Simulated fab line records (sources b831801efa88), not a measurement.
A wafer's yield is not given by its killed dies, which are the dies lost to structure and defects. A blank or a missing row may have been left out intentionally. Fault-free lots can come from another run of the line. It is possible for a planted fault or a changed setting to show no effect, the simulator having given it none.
Which tool did it? | flow sky130 | 6 lots with 18 wafers sampled at 3 steps, on a route of 708 steps

## WHAT THE GAUGES SHOWED, per wafer
SKY_SD_P_CD_MEAS_07 targets a cd of 380 nm.
lot  | measured     | on       | cdNm (nm)
L461 | day 26 00:50 | cdSem-01 | 380.4 380.1 382.7
L463 | day 26 21:02 | cdSem-02 | 375.1 376.6 376.2
L465 | day 27 11:16 | cdSem-01 | 378.1 379.0 378.4
L469 | day 29 08:52 | cdSem-01 | 378.0 376.9 379.1
L477 | day 31 18:23 | cdSem-01 | 381.8 379.9 380.9
L480 | day 33 05:43 | cdSem-01 | 377.4 379.1 377.8

## WHICH TOOL RAN EACH LOT (tool, then ch and the chambers of the sampled wafers, then the start)
lot  | SKY_POLY_CUT_ETCH_10              | SKY_SD_P_EXPOSE_04
L461 | rieDiel-04 ch 0,1,2, day 24 19:08 | ilineStepper-01 ch 0, day 25 09:59
L463 | rieDiel-03 ch 0,1, day 25 15:44   | ilineStepper-02 ch 0, day 26 06:36
L465 | rieDiel-01 ch 2,3, day 26 06:29   | ilineStepper-02 ch 0, day 26 21:11
L469 | rieDiel-03 ch 2,3, day 28 05:11   | ilineStepper-02 ch 0, day 28 19:17
L477 | rieDiel-04 ch 1,2,3, day 30 16:11 | ilineStepper-01 ch 0, day 31 05:09
L480 | rieDiel-01 ch 1,3, day 32 02:20   | ilineStepper-01 ch 0, day 32 16:34
- SKY_POLY_CUT_ETCH_10: etches BARC in N2/H2, stops on SiO2, time 45.9 s, target depth 60 nm.
- SKY_SD_P_EXPOSE_04: exposes mask PSDM, target cd 380 nm.

## THE ANSWER, worked out from the rows above alone
Rule: usual is defined by the lots themselves. The widest of any qualifying gaps counts: lots, ordered by their means at a reading, are off when they make up no more than a third of the lots, leave a main group of 4 or more, and stand apart from it by 3 or more times the standard deviation of that group's means. A main group whose means are all the same, to the digits that the tables above print for the reading, isn't used. A lot without any number at a reading at which 4 lots or more have one is off too. The other lots that the step has rows for count as sound.
Nothing can be told from this: no lot is off at any reading shown.

## WHAT THE SIMULATOR HAD PUT IN
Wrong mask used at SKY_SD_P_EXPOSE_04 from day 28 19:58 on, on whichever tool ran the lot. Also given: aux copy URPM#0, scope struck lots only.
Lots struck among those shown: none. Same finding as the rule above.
